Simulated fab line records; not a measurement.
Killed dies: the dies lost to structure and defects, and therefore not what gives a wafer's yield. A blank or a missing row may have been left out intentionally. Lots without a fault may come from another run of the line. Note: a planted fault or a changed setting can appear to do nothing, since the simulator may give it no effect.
8D (eight disciplines) problem report, filled in by code / flow sky130 / the parts of the form that need people (team, actions taken, sign-off) are left out

== 1. WHAT IS WRONG ==
cd-nm at SKY_SD_P_CD_MEAS_07 reads a mean of 344.4 nm on 6 wafers of 2 lots; wafers without a fault read 379.2 nm with a standard deviation of 2.3. Measured from the usual mean, that is -15 standard deviations.
The step: target cd 380 nm.
First seen on wafer L817.3, day 31 10:46, on cd-sem-02. Wafers with a number at this step in the record: 39, from 13 lots. Rule for "out" (also "out of limits"): further than 4 standard deviations from the usual mean. The rest of the wafers with a number are treated as sound.

== 2. WHAT IT IS AND WHAT IT IS NOT ==
question=which readings at this step | is=cd-nm | is not=-
question=which lots | is=L817, L819 | is not=L799, L801, L802, L803, L805, L807, L808, L813, L816, L818, L820
question=which wafers of those lots | is=all that have a number | is not=-
question=read on which gauges | is=cd-sem-01, cd-sem-02 | is not=-
question=when | is=from day 31 10:46 | is not=up to then (27 sound wafers); but 6 sound wafers of L818, L820 came after

== 3. SUSPECTS, AND WHAT RULES EACH OUT ==
Counting: a tool at any process step up to the reading remains a suspect when it ran all the lots that are out and ran no sound lot after the first of those.
- ruled out: the gauge at SKY_SD_P_CD_MEAS_07. Those wafers that are out were read across 2 gauges (cd-sem-01, cd-sem-02).
- litho-track-03 at SKY_SD_P_DEVELOP_06 (develop time 60 s): kept. It processed each lot that is out, first L817 at day 31 10:37, and no sound lot thereafter; up to then, the last sound lot it processed was L808 at day 29 01:07.
Left after counting: litho-track-03 at SKY_SD_P_DEVELOP_06.

== 4. THE CAUSE (what the simulator had put in) ==
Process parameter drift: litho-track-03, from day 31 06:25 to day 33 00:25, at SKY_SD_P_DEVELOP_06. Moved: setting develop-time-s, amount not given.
This tool alone remained once counting was done.

== 5. THE CHAIN OF EFFECTS, in route order ==
Rows list readings where the struck wafers' mean (over those with a number) sits beyond 3 standard deviations from the usual. Scope: only readings with a usual standard deviation given in the record; hours: median across lots of the time from each lot's start at the first step in this table that gives one to its start at this step; sigmas: change in usual standard deviations.
hours=0; step=SKY_SD_P_CD_MEAS_07; reading=cd-nm; usual=379.2 nm; on struck wafers=344.4; change=-34.8; sigmas=-15

== 6. WHAT WOULD HAVE CAUGHT IT SOONER ==
The first out-of-limits reading at a measuring or inspecting step in this record came at day 31 10:46, 4 hours after the fault's start at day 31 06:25.
Lots out: 2; of these, L819 started SKY_SD_P_DEVELOP_06 on litho-track-03 after day 31 10:46. It would have been spared by a hold on the tool at that moment.
